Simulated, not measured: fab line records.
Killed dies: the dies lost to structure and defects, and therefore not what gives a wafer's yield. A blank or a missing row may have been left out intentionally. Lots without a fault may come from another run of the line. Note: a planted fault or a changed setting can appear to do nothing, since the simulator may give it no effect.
fab line records ; flow sky130
record: lots: 14; wafers: 40; lastDay: 49
route steps=708 shown METAL3@536 CAPM@540
lots that met no fault: taken from a fault-free run of the same line
startH: hours from the record's opening day to when the first of the lot's shown wafers began ; waitH: hours since the lot's step before ; " as in the row above ; L1.1+2: one row covering several wafers at once ; - no value present, or no start provided ; * or withheld: withheld ; < > ~ a bound
route shown NAME@n: NAME is a module with steps in the file, n the number in the route of the first one ; usual: average and standard deviation across the fault-free wafers ; same: alike in all rows ; chamber/n: place in a boat ; sites: per-site readings ; _std_site: how widely they spread, as a standard deviation ; _edge_site: mean of outer sites minus mean of inner sites ; radiusMm: how far each site lies from the wafer's centre ; mask NAME#n: copy n ; behind: tool/chamber where the wafer was last shaped ; hold: why the lot was held/for how many hours/how that ended ; device: the n, p or np transistor that did not switch ; end of line: tests run on the same wafers once the route is complete ; where a step has no rows: the recipe by itself ; killed: dies that structure and defects cost at the first sort, which is not the same as the wafer's yield ; map: a wafer's dies, x killed, . not, _ none there
set.NAME: the run value of the setting; set.NAME@STEP: its run value at that earlier step ; model.NAME: the simulator's own value behind a step, which no gauge read
a sample of lots followed through the steps of the route, with each step as a table and each wafer as a row
services: when a tool's chamber went out of use (startH, in hours from the record's first day, below 0 if earlier), for how many hours, and the reason
== steps ==
step: SKY_METAL3_SPUTTER_04
recipe: material: TiN; targetThkNm: 70; powerW: 6500; timeS: 58.3; chamberPressurePa: 0.4
usual: throttleValvePct: 30.0/0.99
same: timeS: 58.3
lot.wafer;tool;chamber;startH;waitH;throttleValvePct
L235.1;pvdSputter-02;-;847.29;0.0;30.3
L235.5;pvdSputter-02;-;847.29;0.0;30.9
L235.6;pvdSputter-02;-;847.29;0.0;30.3
L236.2;pvdSputter-02;-;854.68;0.0;30.7
L236.3;pvdSputter-02;-;854.68;0.0;29.6
L236.4;pvdSputter-02;-;854.68;0.0;30.8
L237.3;pvdSputter-03;-;866.07;0.0;28.4
L237.4;pvdSputter-03;-;866.07;0.0;30.0
L237.6;pvdSputter-03;-;866.07;0.0;28.5
L240.1;pvdSputter-03;-;883.66;0.0;30.0
L240.3;pvdSputter-03;-;883.66;0.0;28.5
L240.5;pvdSputter-03;-;883.66;0.0;30.0
L239.1;pvdSputter-03;-;884.07;0.0;30.1
L239.3;pvdSputter-03;-;884.07;0.0;30.1
L239.6;pvdSputter-03;-;884.07;0.0;28.6
L238.1;pvdSputter-03;-;884.64;0.0;30.1
L238.4;pvdSputter-03;-;884.64;0.0;30.2
L238.6;pvdSputter-03;-;884.64;0.0;30.1
L241.3;pvdSputter-03;-;886.67;0.0;30.0
L241.4;pvdSputter-03;-;886.67;0.0;30.1
L241.5;pvdSputter-03;-;886.67;0.0;28.8
L242.1;pvdSputter-02;-;908.22;0.0;30.3
L242.2;pvdSputter-02;-;908.22;0.0;30.8
L242.4;pvdSputter-02;-;908.22;0.0;29.7
L248.2;pvdSputter-04;-;944.50;0.0;28.9
L248.6;pvdSputter-04;-;944.50;0.0;30.1
L250.2;pvdSputter-02;-;955.67;0.0;30.9
L250.4;pvdSputter-02;-;955.67;0.0;30.4
L252.2;pvdSputter-04;-;973.87;0.0;28.3
L252.3;pvdSputter-04;-;973.87;0.0;29.3
L252.5;pvdSputter-04;-;973.87;0.0;32.4
L254.2;pvdSputter-03;-;987.71;0.0;28.8
L254.4;pvdSputter-03;-;987.71;0.0;29.9
L254.6;pvdSputter-03;-;987.71;0.0;28.7
L255.2;pvdSputter-02;-;989.21;0.0;29.5
L255.3;pvdSputter-02;-;989.21;0.0;31.1
L255.5;pvdSputter-02;-;989.21;0.0;30.8
L256.1;pvdSputter-02;-;989.90;0.0;30.8
L256.3;pvdSputter-02;-;989.90;0.0;31.0
L256.4;pvdSputter-02;-;989.90;0.0;29.9
step: SKY_CAPM_RS_MEAS_03
recipe: thkMeasGauge: four-point-probe; reads: TiN_of_CAPM_SPUTTER_02
usual: CAPM_TIN_RS: 6.92/0.054
lot.wafer;tool;chamber;startH;waitH;CAPM_TIN_RS[ohm/sq]
L235.1;filmMetro-04;-;847.53;0.1;6.92
L235.5;filmMetro-04;-;847.53;0.1;6.91
L235.6;filmMetro-04;-;847.53;0.1;6.87
L236.2;filmMetro-03;-;854.94;0.1;6.86
L236.3;filmMetro-03;-;854.94;0.1;6.81
L236.4;filmMetro-03;-;854.94;0.1;6.86
L237.3;filmMetro-03;-;866.35;0.1;6.91
L237.4;filmMetro-03;-;866.35;0.1;6.91
L237.6;filmMetro-03;-;866.35;0.1;6.80
L240.1;filmMetro-04;-;883.90;0.1;6.94
L240.3;filmMetro-04;-;883.90;0.1;6.90
L240.5;filmMetro-04;-;883.90;0.1;6.94
L239.1;filmMetro-04;-;884.31;0.1;6.90
L239.3;filmMetro-04;-;884.31;0.1;6.86
L239.6;filmMetro-04;-;884.31;0.1;6.92
L238.1;filmMetro-03;-;884.88;0.1;6.95
L238.4;filmMetro-03;-;884.88;0.1;6.93
L238.6;filmMetro-03;-;884.88;0.1;6.91
L241.3;filmMetro-01;-;886.97;0.1;6.90
L241.4;filmMetro-01;-;886.97;0.1;6.89
L241.5;filmMetro-01;-;886.97;0.1;6.85
L242.1;filmMetro-04;-;908.46;0.1;6.87
L242.2;filmMetro-04;-;908.46;0.1;6.87
L242.4;filmMetro-04;-;908.46;0.1;6.96
L248.2;filmMetro-01;-;944.76;0.1;6.98
L248.6;filmMetro-01;-;944.76;0.1;6.91
L250.2;filmMetro-04;-;955.93;0.1;6.87
L250.4;filmMetro-04;-;955.93;0.1;6.83
L252.2;filmMetro-01;-;974.13;0.1;6.88
L252.3;filmMetro-01;-;974.13;0.1;6.89
L252.5;filmMetro-01;-;974.13;0.1;6.86
L254.2;filmMetro-04;-;987.97;0.1;6.93
L254.4;filmMetro-04;-;987.97;0.1;6.87
L254.6;filmMetro-04;-;987.97;0.1;6.92
L255.2;filmMetro-04;-;989.47;0.1;6.84
L255.3;filmMetro-04;-;989.47;0.1;6.84
L255.5;filmMetro-04;-;989.47;0.1;6.83
L256.1;filmMetro-04;-;990.14;0.1;6.90
L256.3;filmMetro-04;-;990.14;0.1;6.98
L256.4;filmMetro-04;-;990.14;0.1;6.94
step: SKY_CAPM_THK_MEAS_04
recipe: thkMeasGauge: xrf; reads: TiN_of_CAPM_SPUTTER_02
usual: CAPM_TIN_THK: 199.8/1.6
lot.wafer;tool;chamber;startH;waitH;CAPM_TIN_THK[nm]
L235.1;filmMetro-04;-;847.65;0.1;198.0
L235.5;filmMetro-04;-;847.65;0.1;199.4
L235.6;filmMetro-04;-;847.65;0.1;199.5
L236.2;filmMetro-03;-;855.05;0.1;201.8
L236.3;filmMetro-03;-;855.05;0.1;202.3
L236.4;filmMetro-03;-;855.05;0.1;200.9
L237.3;filmMetro-03;-;866.45;0.1;201.8
L237.4;filmMetro-03;-;866.45;0.1;200.5
L237.6;filmMetro-03;-;866.45;0.1;203.2
L240.1;filmMetro-04;-;884.02;0.1;198.2
L240.3;filmMetro-04;-;884.02;0.1;198.8
L240.5;filmMetro-04;-;884.02;0.1;197.7
L239.1;filmMetro-04;-;884.43;0.1;199.0
L239.3;filmMetro-04;-;884.43;0.1;199.7
L239.6;filmMetro-04;-;884.43;0.1;197.4
L238.1;filmMetro-03;-;885.00;0.1;199.7
L238.4;filmMetro-03;-;885.00;0.1;199.7
L238.6;filmMetro-03;-;885.00;0.1;201.2
L241.3;filmMetro-01;-;887.07;0.1;200.7
L241.4;filmMetro-01;-;887.07;0.1;201.1
L241.5;filmMetro-01;-;887.07;0.1;202.2
L242.1;filmMetro-04;-;908.58;0.1;201.4
L242.2;filmMetro-04;-;908.58;0.1;200.3
L242.4;filmMetro-04;-;908.58;0.1;199.6
L248.2;filmMetro-01;-;944.87;0.1;200.0
L248.6;filmMetro-01;-;944.87;0.1;200.4
L250.2;filmMetro-04;-;956.04;0.1;201.5
L250.4;filmMetro-04;-;956.04;0.1;203.1
L252.2;filmMetro-01;-;974.24;0.1;200.6
L252.3;filmMetro-01;-;974.24;0.1;201.5
L252.5;filmMetro-01;-;974.24;0.1;201.7
L254.2;filmMetro-04;-;988.08;0.1;198.6
L254.4;filmMetro-04;-;988.08;0.1;199.3
L254.6;filmMetro-04;-;988.08;0.1;198.4
L255.2;filmMetro-04;-;989.58;0.1;201.0
L255.3;filmMetro-04;-;989.58;0.1;200.3
L255.5;filmMetro-04;-;989.58;0.1;201.4
L256.1;filmMetro-04;-;990.26;0.1;199.2
L256.3;filmMetro-04;-;990.26;0.1;196.2
L256.4;filmMetro-04;-;990.26;0.1;197.7
step: SKY_METAL3_METAL_ETCH_18
recipe: targetDepthA: 8450; stopOn: SiO2; overEtchFrac: 0.3; timeS: 183.1; chemistry: Cl2/BCl3; resistSidewallDeg: 88; pressureMtorr: 10; icpW: 900; biasW: 48.5; Cl2_flow_sccm: 60; bcl3FlowSccm: 30
usual: drypumpMotorCurrentA: 5.7/0.52; mfcCl2Sccm: 59.99/0.17; oesProductAu: 0.865/0.0057; runLengthS: 211.3/0.53; throttleValvePct: 22.264/0.0088
lot.wafer;tool;chamber;startH;waitH;drypumpMotorCurrentA;mfcCl2Sccm;oesProductAu;rfHoursCounterH;runLengthS;throttleValvePct
L235.1;rieMetal-04;0;900.14;0.0;6.5;60.15;0.853;0;211.6;22.269
L235.5;rieMetal-04;1;900.14;0.0;6.0;59.85;0.854;-;211.1;22.264
L235.6;rieMetal-04;0;900.14;0.0;6.5;60.21;0.869;-;211.3;22.271
L236.2;rieMetal-01;1;906.39;0.0;5.7;59.68;0.853;1;210.9;22.268
L236.3;rieMetal-01;1;906.39;0.0;5.8;59.95;0.866;-;211.0;22.267
L236.4;rieMetal-01;0;906.39;0.0;4.9;59.88;0.858;-;212.0;22.267
L237.3;rieMetal-03;1;917.54;0.1;6.2;60.10;0.869;-;211.1;22.274
L237.4;rieMetal-03;0;917.54;0.1;5.7;59.87;0.880;-;211.1;22.267
L237.6;rieMetal-03;0;917.54;0.1;5.7;59.80;0.868;-;211.6;22.264
L240.1;rieMetal-03;0;934.51;0.0;5.7;59.91;0.863;9;211.1;22.266
L240.3;rieMetal-03;0;934.51;0.0;5.7;60.07;0.858;-;211.1;22.255
L240.5;rieMetal-03;0;934.51;0.0;5.7;59.97;0.863;-;211.7;22.268
L239.1;rieMetal-01;1;934.86;0.0;5.7;59.92;0.862;3;211.1;22.251
L239.3;rieMetal-01;1;934.86;0.0;5.7;59.87;0.863;-;210.9;22.253
L239.6;rieMetal-01;1;934.86;0.0;5.7;59.61;0.866;-;211.0;22.263
L238.1;rieMetal-04;1;935.84;0.0;6.0;59.80;0.862;10;210.8;22.261
L238.4;rieMetal-04;1;935.84;0.0;6.0;60.05;0.864;-;211.3;22.265
L238.6;rieMetal-04;0;935.84;0.0;6.5;59.97;0.869;-;211.1;22.259
L241.3;rieMetal-01;1;937.42;0.1;5.8;59.97;0.866;-;210.8;22.273
L241.4;rieMetal-01;0;937.42;0.1;4.9;60.18;0.870;-;212.0;22.267
L241.5;rieMetal-01;1;937.42;0.1;5.7;60.11;0.864;-;210.8;22.262
L242.1;rieMetal-01;0;958.29;0.0;4.9;59.91;0.864;11;212.1;22.263
L242.2;rieMetal-01;1;958.29;0.0;5.7;59.76;0.872;4;210.7;22.266
L242.4;rieMetal-01;1;958.29;0.0;5.8;60.07;0.867;-;210.9;22.258
L248.2;rieMetal-01;1;992.79;0.0;5.7;59.97;0.996;6;183.0;22.277
L248.6;rieMetal-01;1;992.79;0.0;5.7;60.03;0.860;-;210.8;22.266
L250.2;rieMetal-01;0;1004.04;0.0;4.9;60.18;1.005;14;184.1;22.257
L250.4;rieMetal-01;0;1004.04;0.0;4.9;59.84;0.857;-;212.0;22.281
L252.2;rieMetal-03;1;1020.66;0.0;6.2;59.85;0.860;16;211.0;22.262
L252.3;rieMetal-03;1;1020.66;0.0;6.2;59.89;0.863;-;211.3;22.261
L252.5;rieMetal-03;0;1020.66;0.0;5.7;60.15;0.857;-;211.8;22.262
L254.2;rieMetal-04;0;1034.81;0.0;6.5;59.88;0.867;7;211.3;22.240
L254.4;rieMetal-04;0;1034.81;0.0;6.5;60.14;0.865;-;211.8;22.274
L254.6;rieMetal-04;1;1034.81;0.0;6.0;60.04;0.873;-;210.9;22.265
L255.2;rieMetal-03;1;1036.88;0.0;6.2;60.24;0.867;17;211.5;22.270
L255.3;rieMetal-03;0;1036.88;0.0;5.7;59.99;0.867;-;211.5;22.263
L255.5;rieMetal-03;0;1036.88;0.0;5.7;59.89;0.867;-;211.1;22.260
L256.1;rieMetal-04;0;1037.23;0.0;6.5;60.07;0.869;8;211.2;22.259
L256.3;rieMetal-04;0;1037.23;0.0;6.5;60.03;0.869;-;211.6;22.262
L256.4;rieMetal-04;1;1037.23;0.0;6.0;59.94;0.865;-;210.9;22.255
step: SKY_METAL3_STRIP_19
recipe: chemistry: O2/N2; powerW: 1400; pressureMtorr: 1500; platenTempC: withheld; o2FlowSccm: 3000; n2FlowSccm: 300; overashFraction: 0.5
usual: drypumpMotorCurrentA: 5.4/0.51; o2FlowSccm: 3000/7.3; oesProductAu: 0.505/0.0048; stripTimeToEndpointS: 6.59/0.058
lot.wafer;tool;chamber;startH;waitH;drypumpMotorCurrentA;o2FlowSccm;oesProductAu;rfHoursCounterH;stripTimeToEndpointS
L235.1;plasmaAsher-01;0;900.32;0.1;5.8;2998;0.506;16;6.65
L235.5;plasmaAsher-01;1;900.32;0.1;5.7;3004;0.494;-;6.54
L235.6;plasmaAsher-01;0;900.32;0.1;5.8;2998;0.506;-;6.65
L236.2;plasmaAsher-01;0;906.57;0.1;5.8;2998;0.511;16;6.60
L236.3;plasmaAsher-01;0;906.57;0.1;5.9;2995;0.503;-;6.54
L236.4;plasmaAsher-01;1;906.57;0.1;5.7;2993;0.509;-;6.59
L237.3;plasmaAsher-03;1;917.69;0.1;5.0;3003;0.503;-;6.64
L237.4;plasmaAsher-03;0;917.69;0.1;6.1;3000;0.502;-;6.67
L237.6;plasmaAsher-03;1;917.69;0.1;5.0;3004;0.501;-;6.62
L240.1;plasmaAsher-01;0;934.69;0.1;5.8;2998;0.509;19;6.67
L240.3;plasmaAsher-01;1;934.69;0.1;5.7;2990;0.513;-;6.68
L240.5;plasmaAsher-01;1;934.69;0.1;5.7;3000;0.509;-;6.69
L239.1;plasmaAsher-03;0;935.04;0.1;6.1;3018;0.505;85;6.61
L239.3;plasmaAsher-03;0;935.04;0.1;6.1;3007;0.505;-;6.62
L239.6;plasmaAsher-03;1;935.04;0.1;5.0;2998;0.499;-;6.62
L238.1;plasmaAsher-03;1;936.02;0.1;5.0;2981;0.504;85;6.52
L238.4;plasmaAsher-03;1;936.02;0.1;5.0;2994;0.503;-;6.55
L238.6;plasmaAsher-03;1;936.02;0.1;5.0;2996;0.503;-;6.54
L241.3;plasmaAsher-02;1;937.57;0.1;4.8;2999;0.502;-;6.65
L241.4;plasmaAsher-02;0;937.57;0.1;4.8;2993;0.514;-;6.64
L241.5;plasmaAsher-02;1;937.57;0.1;4.8;3005;0.510;-;6.67
L242.1;plasmaAsher-01;1;958.47;0.1;5.7;2990;0.506;22;6.59
L242.2;plasmaAsher-01;0;958.47;0.1;5.9;2995;0.506;22;6.53
L242.4;plasmaAsher-01;0;958.47;0.1;5.9;2991;0.503;-;6.60
L248.2;plasmaAsher-03;1;992.97;0.1;5.0;3001;0.542;91;7.37
L248.6;plasmaAsher-03;1;992.97;0.1;5.0;2998;0.510;-;6.57
L250.2;plasmaAsher-01;1;1004.22;0.1;5.6;3015;0.539;26;7.39
L250.4;plasmaAsher-01;1;1004.22;0.1;5.7;3010;0.498;-;6.55
L252.2;plasmaAsher-02;0;1020.84;0.1;4.8;3009;0.506;115;6.58
L252.3;plasmaAsher-02;0;1020.84;0.1;4.8;2999;0.501;-;6.59
L252.5;plasmaAsher-02;1;1020.84;0.1;4.8;2999;0.507;-;6.51
L254.2;plasmaAsher-01;1;1034.99;0.1;5.7;3002;0.500;29;6.57
L254.4;plasmaAsher-01;1;1034.99;0.1;5.7;2995;0.497;-;6.53
L254.6;plasmaAsher-01;1;1034.99;0.1;5.7;2998;0.497;-;6.48
L255.2;plasmaAsher-02;1;1037.06;0.1;4.8;2982;0.508;117;6.62
L255.3;plasmaAsher-02;1;1037.06;0.1;4.9;2999;0.510;-;6.60
L255.5;plasmaAsher-02;0;1037.06;0.1;4.8;3003;0.499;-;6.55
L256.1;plasmaAsher-01;0;1037.41;0.1;5.9;3007;0.499;29;6.52
L256.3;plasmaAsher-01;1;1037.41;0.1;5.7;3006;0.504;-;6.57
L256.4;plasmaAsher-01;0;1037.41;0.1;5.9;3001;0.506;-;6.45
== services ==
tool;chamber;startH;hours;kind
pvdSputter-02;-;825.14;1.9;repair
pvdSputter-03;-;825.22;0.8;repair
pvdSputter-02;-;858.25;2.8;repair
rieMetal-01;1;860.93;-;clean
rieMetal-01;1;860.93;18.2;scheduledDown
rieMetal-01;1;860.93;18.2;ventCycle
pvdSputter-03;0;862.26;-;consumableReplace:kit
pvdSputter-03;0;862.26;18.0;scheduledDown
pvdSputter-03;0;862.26;18.0;ventCycle
pvdSputter-02;-;872.79;3.7;repair
rieMetal-01;0;877.50;3.4;repair
rieMetal-01;-;883.99;6.0;repair
rieMetal-04;0;893.01;4.3;repair
pvdSputter-02;0;921.81;-;consumableReplace:kit
pvdSputter-02;0;921.81;18.0;scheduledDown
pvdSputter-02;0;921.81;18.0;ventCycle
rieMetal-04;-;928.31;0.4;repair
pvdSputter-03;-;939.05;2.1;repair
rieMetal-04;1;953.63;8.5;repair
plasmaAsher-01;-;964.92;2.0;repair
rieMetal-04;-;1006.17;2.8;pm
plasmaAsher-01;-;1018.81;2.8;pm
pvdSputter-02;-;1034.39;1.2;repair
plasmaAsher-03;-;1035.68;1.2;repair
== key ==
firstSign: step: SKY_METAL3_METAL_ETCH_18; reading: runLengthS; direction: down; sigmas: 53; usual: *; struck: *
effect: step: SKY_METAL3_METAL_ETCH_18; reading: oesProductAu; direction: up; sigmas: 24; usual: 0.865; struck: 1.000
effect: step: SKY_METAL3_STRIP_19; reading: stripTimeToEndpointS; direction: up; sigmas: 14; usual: *; struck: *
metAt SKY_METAL3_METAL_ETCH_18
struckLots L248,L250
struckWafers L248.2,L250.2
sortLeftOut L248.2,L250.2
notActingAt SKY_METAL3_SPUTTER_04,SKY_CAPM_RS_MEAS_03,SKY_CAPM_THK_MEAS_04
onsetBetween 958.29 992.79
fault: kind: processParameterDrift; tool: rieMetal-01; chamber: -; onsetH: 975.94; steps: SKY_METAL3_METAL_ETCH_18; channel: timeS; offset: *; shape: step; endH: 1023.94; scope: struckWafersOnly; actsIn: *; stated: *
sortLeftOut: the simulated sort isn't trusted on such a fault, so these wafers' sort isn't shown, and their yield isn't known
